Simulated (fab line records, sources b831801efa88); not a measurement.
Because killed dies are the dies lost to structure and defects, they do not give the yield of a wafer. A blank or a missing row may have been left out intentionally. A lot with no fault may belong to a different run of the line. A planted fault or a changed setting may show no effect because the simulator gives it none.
Chamber matching ; flow sky130 ; SKY_VIA2_CMP_02 on cmp-01: 4 sister chambers
The step polishes SiO2. 4 wafers are shown with their chamber, then 8 later ones without.

== EACH WAFER AND ITS CHAMBER ==
wafer;chamber;motor current A (A)
L146.5;1;13.3
L151.1;3;12.3
L151.4;0;11.7
L154.1;2;12.4

== WAFERS MISSING THEIR CHAMBER ==
wafer;motor current A (A)
L154.4;13.3
L154.5;12.8
L157.1;12.7
L157.3;12.5
L157.6;11.4
L158.1;12.1
L158.4;12.9
L158.6;13.1

== EACH ONE'S CHAMBER ==
wafer;from the rows above;in truth
L154.4;1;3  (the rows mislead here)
L154.5;can't be placed: 2 or 1 or 3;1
L157.1;can't be placed: 2 or 3 or 1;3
L157.3;can't be placed: 2 or 3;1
L157.6;0;0
L158.1;can't be placed: 3 or 2 or 0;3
L158.4;can't be placed: 1 or 2 or 3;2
L158.6;can't be placed: 1 or 2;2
Correct placement for 1 of the 8. Cannot be placed on the basis of these rows: 6; the candidates contain the true chamber in 5. Wrongly placed: 1.
How it was worked out, from the rows above alone: a wafer's distance from a chamber is the root of the sum, over the readings, of the square of ((its reading less the chamber's mean) divided by the reading's scatter). If the next closest chamber is less than 2 further off than the closest, the wafer can't be placed; otherwise it belongs to the closest. The mean given for a chamber averages the wafers shown for that chamber. The scatter: root of mean squared gap, hidden wafer to nearest shown wafer, with one shown wafer a chamber.
